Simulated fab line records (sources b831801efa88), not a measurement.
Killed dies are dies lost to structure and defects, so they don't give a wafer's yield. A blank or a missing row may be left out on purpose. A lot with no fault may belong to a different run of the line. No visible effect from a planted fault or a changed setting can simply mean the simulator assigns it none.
Which of the tools did it? + flow gf180mcu + 36 wafers sampled from 12 lots at 1 step of a route of 602

== WHAT THE GAUGES SHOWED, per wafer ==
GF_M1_CD_MEAS_14: target cd 230 nm.
| lot  | measured     | on        | cd-nm (nm)        |
|------|--------------|-----------|-------------------|
| L075 | day 17 15:58 | cd-sem-02 | 228.5 229.8 228.1 |
| L077 | day 18 06:07 | cd-sem-02 | 231.2 230.8 231.4 |
| L079 | day 19 04:58 | cd-sem-01 | 226.6 227.9 228.6 |
| L081 | day 19 22:35 | cd-sem-02 | 231.0 231.3 231.5 |
| L083 | day 20 09:32 | cd-sem-02 | 230.1 230.5 231.1 |
| L085 | day 21 02:56 | cd-sem-02 | 230.5 231.3 230.6 |
| L087 | day 22 00:47 | cd-sem-02 | 230.7 231.9 232.1 |
| L089 | day 22 16:44 | cd-sem-02 | 231.5 229.8 230.9 |
| L091 | day 23 09:28 | cd-sem-01 | 229.3 229.6 230.2 |
| L093 | day 23 22:07 | cd-sem-01 | 230.0 229.0 229.2 |
| L095 | day 24 14:59 | cd-sem-01 | 227.9 228.7 227.7 |
| L097 | day 24 22:46 | cd-sem-01 | 233.1 232.9 231.9 |

== WHAT TOOL EACH LOT RAN ON (gives the tool, then ch and the chambers of the sampled wafers, and finally the start) ==
Record: no process step prior to these readings.

== THE ANSWER, worked out from the rows above alone ==
Rule: the lots themselves supply what counts as usual. The widest of any qualifying gaps counts: lots, ordered by their means at a reading, are off when they make up no more than a third of the lots, leave a main group of 4 or more, and stand apart from it by 3 or more times the standard deviation of that group's means. The tables above print the reading to a certain number of digits; a main group whose means all agree to those digits is not used. Also off: a lot with no number at a reading for which 4 or more lots have one. The other lots that the step has rows for count as sound.
No lot is off at any reading shown: from this, nothing can be told.

== WHAT WAS PUT IN BY THE SIMULATOR ==
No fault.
